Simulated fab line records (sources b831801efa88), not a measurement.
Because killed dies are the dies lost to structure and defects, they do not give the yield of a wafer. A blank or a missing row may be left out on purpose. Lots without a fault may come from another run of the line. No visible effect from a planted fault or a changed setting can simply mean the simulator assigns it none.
Chamber matching	flow gf180mcu	3 sister chambers for GF_V2_CVD_02 on pecvd-01
The step deposits SiO2 from TEOS, target thk 850 nm, time 94.851 s. 3 wafers are shown with their chamber, then 9 later ones without.

== EACH WAFER AND ITS CHAMBER ==
wafer	chamber	heater_power_w (W)
L089.4	1	674
L089.5	2	770
L089.6	0	649

== WAFERS WHOSE CHAMBER IS MISSING ==
wafer	heater_power_w (W)
L091.1	738
L091.2	733
L091.3	779
L091.4	641
L091.5	582
L091.6	574
L096.2	701
L096.4	754
L096.5	659

== WHICH CHAMBER EACH ONE RAN IN ==
wafer	from the rows above	in truth
L091.1	can't be placed: 2 or 1 or 0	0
L091.2	can't be placed: 2 or 1 or 0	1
L091.3	2	2
L091.4	can't be placed: 0 or 1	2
L091.5	can't be placed: 0 or 1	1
L091.6	can't be placed: 0 or 1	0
L096.2	can't be placed: 1 or 0 or 2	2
L096.4	can't be placed: 2 or 1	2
L096.5	can't be placed: 0 or 1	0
Placed correctly: 1 of 9. Unplaceable from these rows: 8, with the true chamber sitting among the candidates in 7. 0 placed wrongly.
How it was worked out, from the rows above alone: a wafer's distance from a chamber is the root of the sum, over the readings, of the square of ((its reading less the chamber's mean) divided by the reading's scatter). If the next closest chamber is less than 2 further off than the closest, the wafer can't be placed; otherwise it belongs to the closest. For every chamber, the mean is computed from those of its wafers that are shown. The scatter: with one shown wafer a chamber, the root of the mean of the squares of how far each hidden wafer lies from its nearest shown one.
